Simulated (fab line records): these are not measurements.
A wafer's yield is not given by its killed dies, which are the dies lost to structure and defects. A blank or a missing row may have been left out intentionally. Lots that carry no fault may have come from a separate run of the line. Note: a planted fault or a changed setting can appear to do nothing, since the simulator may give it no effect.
Tool commonality check    flow gf180mcu    12 lots and 36 wafers in the sample

## REASON FOR OPENING
At GF_PASSIVATION_THK_MEAS_01 the reading PASSIVATION_CVD_00_THK is flagged on 2 of 12 lots. No-fault wafers: 993 nm, standard deviation 18.
Rule: a lot is flagged in two cases, either no wafer of it has a number, or all its wafers with numbers fall more than 4 standard deviations from that mean. The other lots count as sound.

lot   measured      on            PASSIVATION_CVD_00_THK (nm), wafer by wafer  flag
L222  day 28 11:37  filmMetro-01  971 969 993                                  
L223  day 28 19:43  filmMetro-03  971 969 1028                                 
L225  day 29 12:53  filmMetro-03  986 988 1009                                 
L226  day 29 21:36  filmMetro-01  995 1027 992                                 
L228  day 30 10:43  filmMetro-01  998 982 1032                                 
L230  day 31 03:05  filmMetro-01  964 979 990                                  
L232  day 31 08:17  filmMetro-03  970 989 991                                  
L233  day 31 15:55  filmMetro-02  968 986 1014                                 
L241  day 33 17:02  filmMetro-01  1100 1122 1089                               FLAGGED
L240  day 33 17:47  filmMetro-02  1133 1115 1089                               FLAGGED
L242  day 34 01:03  filmMetro-01  985 1038 1025                                
L243  day 34 02:44  filmMetro-02  1016 1002 977                                
The mean of the flagged lots' numbers is 1108 nm, +115 nm from the usual (+6 standard deviations).

## LOT BY LOT: THE TOOL USED
Before the reading, the record contains 4 process steps out of a 602-step route. Each cell gives the tool, then ch followed by the chambers the sampled wafers passed through, then the start.
lot   flag     GF_MIM_METAL_ETCH_19              GF_V5_SPUTTER_22             GF_TOP_METAL_SPUTTER_03      GF_PASSIVATION_CVD_00
L222           rieMetal-01 ch 0,1, day 25 17:39  pvdSputter-02, day 27 13:22  pvdSputter-01, day 27 14:25  pecvd-03 ch 0,1,2, day 28 11:33
L223           rieMetal-02 ch 1, day 26 02:34    pvdSputter-04, day 27 22:08  pvdSputter-01, day 27 23:08  pecvd-01 ch 0,1,2, day 28 19:38
L225           rieMetal-03 ch 0, day 26 21:31    pvdSputter-02, day 28 15:55  pvdSputter-04, day 28 16:43  pecvd-02 ch 0,1,2, day 29 12:49
L226           rieMetal-03 ch 0,1, day 27 05:58  pvdSputter-03, day 29 00:26  pvdSputter-01, day 29 01:29  pecvd-02 ch 1,2, day 29 21:28
L228           rieMetal-01 ch 0,1, day 27 20:21  pvdSputter-02, day 29 13:56  pvdSputter-01, day 29 14:44  pecvd-01 ch 0,1,2, day 30 10:38
L230           rieMetal-01 ch 1, day 28 14:52    pvdSputter-04, day 30 07:06  pvdSputter-02, day 30 07:54  pecvd-03 ch 0,1,2, day 31 03:01
L232           rieMetal-02 ch 0,1, day 28 19:53  pvdSputter-04, day 30 12:31  pvdSputter-01, day 30 13:19  pecvd-03 ch 1,2, day 31 08:11
L233           rieMetal-03 ch 0,1, day 29 05:07  pvdSputter-04, day 30 20:47  pvdSputter-02, day 30 21:35  pecvd-02 ch 0,1,2, day 31 15:50
L241  FLAGGED  rieMetal-03 ch 0,1, day 31 10:46  pvdSputter-03, day 32 22:47  pvdSputter-01, day 32 23:35  pecvd-01 ch 0,1,2, day 33 16:58
L240  FLAGGED  rieMetal-02 ch 0,1, day 31 12:04  pvdSputter-02, day 33 00:18  pvdSputter-02, day 33 01:06  pecvd-01 ch 0,1,2, day 33 17:43
L242           rieMetal-02 ch 0,1, day 31 20:40  pvdSputter-02, day 33 08:35  pvdSputter-02, day 33 09:24  pecvd-02 ch 0,1,2, day 34 00:58
L243           rieMetal-03 ch 0,1, day 31 22:40  pvdSputter-03, day 33 09:42  pvdSputter-02, day 33 10:30  pecvd-02 ch 0,1,2, day 34 02:39
These steps, and what they do:
- GF_MIM_METAL_ETCH_19: etches the open film in Cl2/BCl3, stops on Si3N4, target depth 324.5 nm, time 54.1 s.
- GF_V5_SPUTTER_22: material TiN, target thk 10 nm, time 40 s.
- GF_TOP_METAL_SPUTTER_03: material Ti, target thk 5 nm, time 3.3 s.
- GF_PASSIVATION_CVD_00: deposits SiO2 from TEOS, target thk 1000 nm, time 111.95 s.
- GF_PASSIVATION_THK_MEAS_01

## FLAGGED OVER TOTAL, TOOL BY TOOL (the gauges that took the reading come last)
step                        tool           lots run  flagged  share of the flagged lots  sound lots run after its first flagged lot
GF_MIM_METAL_ETCH_19        rieMetal-01    3         0        none                       -
GF_MIM_METAL_ETCH_19        rieMetal-02    4         1        some                       1 (L242)
GF_MIM_METAL_ETCH_19        rieMetal-03    5         1        some                       1 (L243)
GF_V5_SPUTTER_22            pvdSputter-02  5         1        some                       1 (L242)
GF_V5_SPUTTER_22            pvdSputter-03  3         1        some                       1 (L243)
GF_V5_SPUTTER_22            pvdSputter-04  4         0        none                       -
GF_TOP_METAL_SPUTTER_03     pvdSputter-01  6         1        some                       0
GF_TOP_METAL_SPUTTER_03     pvdSputter-02  5         1        some                       2 (L242,L243)
GF_TOP_METAL_SPUTTER_03     pvdSputter-04  1         0        none                       -
GF_PASSIVATION_CVD_00       pecvd-01       4         2        all                        0
GF_PASSIVATION_CVD_00       pecvd-02       5         0        none                       -
GF_PASSIVATION_CVD_00       pecvd-03       3         0        none                       -
GF_PASSIVATION_THK_MEAS_01  filmMetro-01   6         1        some                       1 (L242)
GF_PASSIVATION_THK_MEAS_01  filmMetro-02   3         1        some                       1 (L243)
GF_PASSIVATION_THK_MEAS_01  filmMetro-03   3         0        none                       -

## WHAT IS ALLOWED BY THE TABLE
All flagged lots share 1 row of the table, namely pecvd-01 at GF_PASSIVATION_CVD_00.
- pecvd-01 at GF_PASSIVATION_CVD_00 ran 4 lots, 2 of them flagged. It ran its last sound lot, L228, at day 30 10:38 and its first flagged lot, L241, at day 33 16:58: a fault with its onset between the two fits. Its own readings (rfFwdPowerW) fall more than 4 standard deviations out on all wafers of the flagged lots.
Just one tool remains: pecvd-01 at GF_PASSIVATION_CVD_00.

## WHAT THE SIMULATOR HAD INSERTED
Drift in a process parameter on pecvd-01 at GF_PASSIVATION_CVD_00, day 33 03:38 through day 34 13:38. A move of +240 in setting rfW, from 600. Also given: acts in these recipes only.
Lots struck among those shown: L241, L240. This agrees with what the rule above found.
